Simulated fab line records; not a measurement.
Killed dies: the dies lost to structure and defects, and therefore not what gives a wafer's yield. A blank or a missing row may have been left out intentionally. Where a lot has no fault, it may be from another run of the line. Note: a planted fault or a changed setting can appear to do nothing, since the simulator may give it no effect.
Problem report in the 8D (eight disciplines) form, filled by code / flow gf180mcu / the parts of the form that need people (team, actions taken, sign-off) are left out

== 1. WHAT WENT WRONG ==
At GF_POLY_GATE_ETCH_13, runLengthS averages 91.3 s over 2 wafers from 2 lots, while fault-free wafers read 97.8 s, standard deviation 0.41. Relative to the usual mean, that is a shift of -16 standard deviations.
The step: etches poly-Si in HBr/Cl2, stops on SiO2, target depth 198.5 nm, time 69.6 s.
Seen first at day 12 11:44 on rieSi-01, wafer L958.6. Wafers with a number at this step in the record: 42, from 14 lots. By rule, "out" or "out of limits" means more than 4 standard deviations away from the usual mean. Any other wafer with a number is counted as sound.

== 2. WHAT THIS IS AND IS NOT ==
question=which readings at this step | is=runLengthS | is not=drypumpMotorCurrentA, oesProductAu, throttleValvePct
question=which lots | is=L958, L959 | is not=L947, L948, L950, L951, L952, L964, L965, L966, L967, L968, L969, L970
question=which wafers of those lots | is=L958.6, L959.2 | is not=L958.1, L958.4, L959.4, L959.5
question=read on which tools | is=rieSi-01 | is not=rieSi-02
question=when | is=from day 12 11:44 | is not=up to then (17 sound wafers); but 23 sound wafers of L959, L964, L965, L966, L967, L968, L969, L970 came after

== 3. SUSPECTS, AND WHAT RULES EACH OUT ==
Counting: if a tool at a process step up to the reading ran every lot that is out, it stays a suspect. Sound lots after the first of them don't rule it out here, since some wafers of a struck lot are sound.
- rieSi-01 at GF_POLY_GATE_ETCH_13 (etches poly-Si in HBr/Cl2, stops on SiO2, target depth 198.5 nm, time 69.6 s): kept. It processed each lot that is out (first: L958, day 12 11:44); up to then, its last sound lot is L952 (day 10 13:08). Its own runLengthS readings are out on those wafers.
- At GF_POLY_GATE_ETCH_13, inside rieSi-01: chamber 1 took the wafers that are out, while their sound lot-mates went through chambers 0, 2.
The count leaves rieSi-01 at GF_POLY_GATE_ETCH_13.

== 4. THE CAUSE (what the simulator had put in) ==
rieSi-01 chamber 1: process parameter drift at GF_POLY_GATE_ETCH_13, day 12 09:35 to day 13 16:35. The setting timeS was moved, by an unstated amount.
After counting, this tool was the only one left.

== 5. THE EFFECT CHAIN, in route order ==
One row per reading whose mean, taken over the struck wafers that have a number, lies over 3 standard deviations from the usual. Readings are gone through only where the record gives a usual standard deviation; hours: the median, over the lots, of the time from a lot's start at the first step in this table giving one to that lot's start at this step; sigmas: the change measured in usual standard deviations.
hours=0; step=GF_POLY_GATE_ETCH_13; reading=runLengthS; usual=97.8 s; on struck wafers=91.3; change=-6.5; sigmas=-16
Process steps it contains:
- GF_POLY_GATE_ETCH_13: etches poly-Si in HBr/Cl2, stops on SiO2, target depth 198.5 nm, time 69.6 s.
At these later measuring or inspecting steps, every struck wafer for which the step has a row has a number for every such reading, and none has moved that far: GF_HV_LDD_OVL_MEAS_20.

== 6. WHAT WOULD HAVE CAUGHT IT SOONER ==
The fault began at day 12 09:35; the first out-of-limits reading in this record came at day 12 11:44, 2 hours later.
